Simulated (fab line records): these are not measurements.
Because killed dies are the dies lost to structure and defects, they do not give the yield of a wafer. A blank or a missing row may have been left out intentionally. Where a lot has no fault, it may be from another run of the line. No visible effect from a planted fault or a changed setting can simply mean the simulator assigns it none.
One fault through the eyes of 2 desks | flow sky130 | only its own numbers are on each desk; what lay behind them is given at the end

AT THE METROLOGY DESK
What the gauges read, lot by lot, whatever tool the lot ran on: means of the sampled wafers that have a number. The brackets show how far a lot's mean lies from the usual mean; more than 4 standard deviations puts the lot out of limits, marked OUT.
Columns: A = cd nm at SKY_SD_N_CD_MEAS_07, usual 379.9 nm; B = LI_CONTACT_W_RS at SKY_LI_CONTACT_RS_MEAS_22, usual 0.284 ohm/sq; C = CONTACT_OVL at SKY_CONTACT_OVL_MEAS_15, usual 1 nm
lot  | first seen here | A     | B     | C
L790 | day 28 03:51    | 378.5 | 0.283 | -2
L793 | day 29 03:50    | 378.1 | 0.281 | -2
L794 | day 29 12:13    | 379.4 | 0.286 | 4
L795 | day 29 23:14    | 379.4 | 0.283 | 7
L796 | day 30 02:46    | 379.7 | 0.285 | -1
L798 | day 30 17:17    | 376.1 | 0.284 | 3
L801 | day 31 08:21    | 382.0 | 0.284 | -2
L802 | day 31 16:32    | 377.2 | 0.287 | -3
L804 | day 32 06:24    | 374.4 | 0.272 | 6
L805 | day 32 18:45    | 381.1 | 0.276 | 11
L806 | day 33 09:54    | 380.2 | 0.285 | 1
L813 | day 35 08:38    | 383.5 | 0.285 | -4
Result from this desk: across the 12 lots, nothing is out of limits.

DESK OF THE TOOL OWNER: cvd w-01
The tool's own readings at SKY_LI_CONTACT_CVD_21 (deposits W, target thk 400 nm, time 120.56 s): means of the sampled wafers that have a number, for each lot that ran on this tool. The brackets show how far a lot's mean lies from the usual mean; more than 4 standard deviations puts the lot out of limits, marked OUT.
Columns: A = heater power w at SKY_LI_CONTACT_CVD_21, usual 921 W
lot  | first seen here | A
L790 | day 29 10:24    | 1008
L793 | day 30 10:13    | 1005
L795 | day 31 04:56    | 1027
L801 | day 32 13:07    | 1014
L802 | day 32 22:20    | 1029
L804 | day 33 12:26    | 1020
L805 | day 34 00:29    | 1027
Result from this desk: across the 7 lots, nothing is out of limits.

BROUGHT TOGETHER
The metrology desk saw nothing out of limits.
The desk of the tool owner found nothing out of limits.

WHAT WAS PUT IN BY THE SIMULATOR
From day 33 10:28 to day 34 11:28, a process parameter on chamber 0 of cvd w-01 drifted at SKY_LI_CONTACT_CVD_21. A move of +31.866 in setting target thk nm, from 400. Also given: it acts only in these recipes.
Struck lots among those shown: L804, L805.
